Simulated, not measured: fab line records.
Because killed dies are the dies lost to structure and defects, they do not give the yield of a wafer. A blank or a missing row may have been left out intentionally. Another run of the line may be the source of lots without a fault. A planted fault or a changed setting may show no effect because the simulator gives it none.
Check of tool commonality / flow gf180mcu / 36 wafers sampled across 12 lots

## WHAT PROMPTED THE OPENING
3 of 12 lots carry a flag on the reading NSD_RS at GF_PSD_RS_MEAS_14. No-fault wafers: 46.10 ohm/sq, standard deviation 0.085.
Rule: a lot gets a flag if all its wafers with a number sit over 4 standard deviations from that mean, or if no wafer of it has a number. As for the other lots, they are considered sound.

lot=L698; measured=day 14 11:04; on=film-metro-02; NSD_RS (ohm/sq), wafer by wafer=45.99 45.97 46.10; flag=
lot=L699; measured=day 14 21:23; on=film-metro-04; NSD_RS (ohm/sq), wafer by wafer=46.15 46.06 46.10; flag=
lot=L700; measured=day 15 05:19; on=film-metro-04; NSD_RS (ohm/sq), wafer by wafer=46.18 46.12 46.25; flag=
lot=L704; measured=day 16 18:03; on=film-metro-04; NSD_RS (ohm/sq), wafer by wafer=42.57 42.51 42.51; flag=FLAGGED
lot=L705; measured=day 17 04:02; on=film-metro-03; NSD_RS (ohm/sq), wafer by wafer=42.47 42.44 42.41; flag=FLAGGED
lot=L706; measured=day 17 12:16; on=film-metro-03; NSD_RS (ohm/sq), wafer by wafer=42.53 42.65 42.51; flag=FLAGGED
lot=L710; measured=day 18 22:35; on=film-metro-03; NSD_RS (ohm/sq), wafer by wafer=46.21 46.04 45.95; flag=
lot=L715; measured=day 20 15:28; on=film-metro-04; NSD_RS (ohm/sq), wafer by wafer=46.11 46.16 46.11; flag=
lot=L716; measured=day 20 22:37; on=film-metro-03; NSD_RS (ohm/sq), wafer by wafer=46.09 46.14 46.12; flag=
lot=L717; measured=day 21 07:15; on=film-metro-04; NSD_RS (ohm/sq), wafer by wafer=46.21 46.15 46.19; flag=
lot=L719; measured=day 21 22:17; on=film-metro-02; NSD_RS (ohm/sq), wafer by wafer=46.08 46.18 46.12; flag=
lot=L720; measured=day 22 10:40; on=film-metro-02; NSD_RS (ohm/sq), wafer by wafer=46.19 46.20 46.22; flag=
The numbers of the flagged lots are 42.51 ohm/sq on average: -3.59 ohm/sq against the usual, or -42 standard deviations.

## TOOL THAT RAN EACH LOT
Before the reading, the record contains 2 process steps out of a 602-step route. Every cell lists first the tool, next ch and the chambers used by the sampled wafers, and last the start.
lot=L698; flag=; GF_POLY_GATE_STRIP_14=plasma-asher-03 ch 0,1, day 9 11:58; GF_PSD_RTA_13=rtp-anneal-02 ch 0, day 14 10:58
lot=L699; flag=; GF_POLY_GATE_STRIP_14=plasma-asher-01 ch 0,1, day 9 18:52; GF_PSD_RTA_13=rtp-anneal-01 ch 0, day 14 21:17
lot=L700; flag=; GF_POLY_GATE_STRIP_14=plasma-asher-01 ch 0, day 10 01:49; GF_PSD_RTA_13=rtp-anneal-02 ch 0, day 15 05:14
lot=L704; flag=FLAGGED; GF_POLY_GATE_STRIP_14=plasma-asher-03 ch 0,1, day 11 06:10; GF_PSD_RTA_13=rtp-anneal-01 ch 0, day 16 17:58
lot=L705; flag=FLAGGED; GF_POLY_GATE_STRIP_14=plasma-asher-02 ch 0,1, day 11 14:51; GF_PSD_RTA_13=rtp-anneal-01 ch 0, day 17 03:57
lot=L706; flag=FLAGGED; GF_POLY_GATE_STRIP_14=plasma-asher-03 ch 0,1, day 11 22:43; GF_PSD_RTA_13=rtp-anneal-01 ch 0, day 17 12:10
lot=L710; flag=; GF_POLY_GATE_STRIP_14=plasma-asher-02 ch 0,1, day 13 02:51; GF_PSD_RTA_13=rtp-anneal-02 ch 0, day 18 22:29
lot=L715; flag=; GF_POLY_GATE_STRIP_14=plasma-asher-01 ch 0,1, day 14 14:54; GF_PSD_RTA_13=rtp-anneal-02 ch 0, day 20 15:22
lot=L716; flag=; GF_POLY_GATE_STRIP_14=plasma-asher-02 ch 0,1, day 14 19:07; GF_PSD_RTA_13=rtp-anneal-01 ch 0, day 20 22:31
lot=L717; flag=; GF_POLY_GATE_STRIP_14=plasma-asher-02 ch 0,1, day 15 02:55; GF_PSD_RTA_13=rtp-anneal-02 ch 0, day 21 07:10
lot=L719; flag=; GF_POLY_GATE_STRIP_14=plasma-asher-02 ch 0,1, day 15 14:24; GF_PSD_RTA_13=rtp-anneal-01 ch 0, day 21 22:11
lot=L720; flag=; GF_POLY_GATE_STRIP_14=plasma-asher-03 ch 0,1, day 16 05:34; GF_PSD_RTA_13=rtp-anneal-02 ch 0, day 22 10:34
What the steps here do:
- GF_POLY_GATE_STRIP_14: strips in O2/N2.
- GF_PSD_RTA_13: time 20 s.
- GF_PSD_RS_MEAS_14: measures by four-point-probe.

## FLAGGED OVER TOTAL, TOOL BY TOOL (the gauges that took the reading come last)
step=GF_POLY_GATE_STRIP_14; tool=plasma-asher-01; lots run=3; flagged=0; share of the flagged lots=none; sound lots run after its first flagged lot=-
step=GF_POLY_GATE_STRIP_14; tool=plasma-asher-02; lots run=5; flagged=1; share of the flagged lots=some; sound lots run after its first flagged lot=4 (L710,L716,L717,L719)
step=GF_POLY_GATE_STRIP_14; tool=plasma-asher-03; lots run=4; flagged=2; share of the flagged lots=some; sound lots run after its first flagged lot=1 (L720)
step=GF_PSD_RTA_13; tool=rtp-anneal-01; lots run=6; flagged=3; share of the flagged lots=all; sound lots run after its first flagged lot=2 (L716,L719)
step=GF_PSD_RTA_13; tool=rtp-anneal-02; lots run=6; flagged=0; share of the flagged lots=none; sound lots run after its first flagged lot=-
step=GF_PSD_RS_MEAS_14; tool=film-metro-02; lots run=3; flagged=0; share of the flagged lots=none; sound lots run after its first flagged lot=-
step=GF_PSD_RS_MEAS_14; tool=film-metro-03; lots run=4; flagged=2; share of the flagged lots=some; sound lots run after its first flagged lot=2 (L710,L716)
step=GF_PSD_RS_MEAS_14; tool=film-metro-04; lots run=5; flagged=1; share of the flagged lots=some; sound lots run after its first flagged lot=2 (L715,L717)

## WHAT IS ALLOWED BY THE TABLE
Rows of the table that ran each flagged lot: 1, that is rtp-anneal-01 at GF_PSD_RTA_13.
- rtp-anneal-01 at GF_PSD_RTA_13 ran 6 lots, 3 of them flagged. Sound lots followed the first flagged one (L716, L719) on it, something a lasting fault affecting the whole tool could not allow.
None of the table's rows ran every flagged lot and, after the first, no sound lot.

## WHAT HAD BEEN PUT IN BY THE SIMULATOR
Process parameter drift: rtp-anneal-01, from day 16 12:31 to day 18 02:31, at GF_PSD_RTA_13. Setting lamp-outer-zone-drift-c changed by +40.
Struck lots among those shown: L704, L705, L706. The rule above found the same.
